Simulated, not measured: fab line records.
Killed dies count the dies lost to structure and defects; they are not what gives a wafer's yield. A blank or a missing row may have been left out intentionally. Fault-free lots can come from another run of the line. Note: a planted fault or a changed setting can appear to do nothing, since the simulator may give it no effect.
A lot that was struck, set against a sound lot + flow sfqLine + 20 out of 325 route steps
Sound: the wafers L145.1, L145.4, L145.6. Struck: wafers L156.1, L156.3, L156.4. The cause comes at the end.
Order at every step that has rows: each side's tool, ch and its chambers, its first start. Under that, the readings that differ: sound wafers + struck wafers + difference of the means + sigmas: that difference in standard deviations of wafers without a fault.
alike: a reading whose means differ by less than 2 such deviations, as well as words and numbers matching on both sides. not compared: withheld readings; readings where some wafer has no value; bounds like >300 that might hide an equal value; numbers whose values overlap and for which the record gives no deviation.
A row with sigmas, a row that says differs or no value, or rows on one side alone: a step with any of these is where the two part. Numbers that don't overlap but have no deviation are shown without sigmas and don't part them. A reading missing from all wafers of one side parts the sides only when that side holds two or more wafers.

first, 3 steps without rows for these wafers: SFQ_TRILAYER_I0_VIA_LITHO_EXPOSE_032 (exposes mask I0, target cd 500 nm); SFQ_TRILAYER_I0_VIA_LITHO_PEB_034 (peb time 60 s); SFQ_TRILAYER_I0_VIA_LITHO_DEVELOP_033 (time 60 s).
SFQ_I0_OVL_MEAS_908:
  sound: overlay-02 at day 17 10:59; struck: overlay-01 at day 22 08:54
  alike: I0_OVL
SFQ_TRILAYER_I0_VIA_BARC_OPEN_VIA_ETCH_046: etches BARC in O2, target depth 125 nm, time 41.7 s.
  sound on rieDiel-01 ch 0,1, day 17 11:01; struck on rieDiel-02 ch 0,1,3, day 22 08:56
  alike: drypumpMotorCurrentA, oesProductAu
  not compared: rfHoursCounterH
SFQ_TRILAYER_I0_VIA_ETCH_VIA_ETCH_034: etches SiO2 in CHF3, stops on Nb, target depth 260 nm.
  sound on rieDiel-01 ch 0,1, day 17 11:04; struck on rieDiel-02 ch 0,1,3, day 22 08:58
  alike: drypumpMotorCurrentA, oesProductAu
SFQ_TRILAYER_I0_VIA_STRIP_STRIP_035: strips in O2.
  sound on rieMetal-03 ch 0,1, day 17 11:10; struck on rieMetal-03 ch 0,1, day 22 09:05
  alike: drypumpMotorCurrentA, oesProductAu
  not compared: rfHoursCounterH
then, 2 steps without rows for these wafers: SFQ_TRILAYER_I0_VIA_STRIP_SOLV_CLEAN_036 (cleans in NMP, time 600 s); SFQ_TRILAYER_M1_DEP_PRE_CLEAN_038 (time 22.5 s).
SFQ_TRILAYER_M1_DEP_SPUTTER_037: material Nb, target thk 200 nm, time 133.3 s.
  sound: pvdSputter-06 at day 17 11:59; struck: pvdSputter-06 at day 22 10:04
  alike: throttleValvePct
SFQ_M1_RS_MEAS_909: measurement is done with a four-point probe.
  sound: filmMetro-03 at day 17 12:04; struck: filmMetro-03 at day 22 10:10
  alike: M1_NB_RS
SFQ_TRILAYER_M1_LITHO_COAT_044: resist thk 62 nm.
  sound on lithoTrack-04 ch 0, day 17 12:15; struck on lithoTrack-04 ch 0, day 22 10:20
| reading                                             | sound             | struck            | difference | sigmas |
|-----------------------------------------------------|-------------------|-------------------|------------|--------|
| model.BARC_of_TRILAYER_M1_LITHO_COAT_044.thkNm (nm) | 61.82 62.01 61.88 | 65.84 65.68 65.56 | +3.79      |        |
  alike: spinSpeedRpm
then, 5 steps without rows for these wafers: SFQ_TRILAYER_M1_LITHO_COAT_039 (resist thk 600 nm); SFQ_TRILAYER_M1_LITHO_SOFTBAKE_043; SFQ_TRILAYER_M1_LITHO_EXPOSE_040 (exposes mask M1, target cd 500 nm); SFQ_TRILAYER_M1_LITHO_PEB_042 (peb time 60 s); SFQ_TRILAYER_M1_LITHO_DEVELOP_041 (time 60 s).
-- the record jumps here: 6 days lie between the struck wafers' starts before and after --
SFQ_M1_OVL_MEAS_911:
  sound: overlay-02 at day 23 19:29; struck: overlay-01 at day 28 13:17
  alike: M1_OVL
SFQ_TRILAYER_M1_BARC_OPEN_METAL_ETCH_054: etches BARC in O2, target depth 125 nm, time 41.7 s.
  sound on rieMetal-04 ch 1, day 23 19:31; struck on rieMetal-04 ch 0,1, day 28 13:19
| reading                 | sound             | struck            | difference | sigmas |
|-------------------------|-------------------|-------------------|------------|--------|
| oesProductAu (a.u.)     | 0.691 0.688 0.686 | 0.702 0.701 0.706 | +0.015     | +3     |
| model.etch.depthNm (nm) | 61.82 62.01 61.88 | 65.84 65.68 65.56 | +3.79      |        |
  alike: drypumpMotorCurrentA
  not compared: rfHoursCounterH
SFQ_TRILAYER_M1_ETCH_METAL_ETCH_042: etches Nb in Cl2/Ar, stops on SiO2, target depth 240 nm, time 120 s.
  sound on rieMetal-04 ch 1, day 23 19:34; struck on rieMetal-04 ch 0,1, day 28 13:23
  alike: drypumpMotorCurrentA, oesProductAu
  not compared: rfHoursCounterH

WHERE THEY PART
Within this record, at SFQ_TRILAYER_M1_BARC_OPEN_METAL_ETCH_054 only. Later steps at which nothing parts them and some readings are alike: SFQ_TRILAYER_M1_ETCH_METAL_ETCH_042.

WHY: what the simulator had put in
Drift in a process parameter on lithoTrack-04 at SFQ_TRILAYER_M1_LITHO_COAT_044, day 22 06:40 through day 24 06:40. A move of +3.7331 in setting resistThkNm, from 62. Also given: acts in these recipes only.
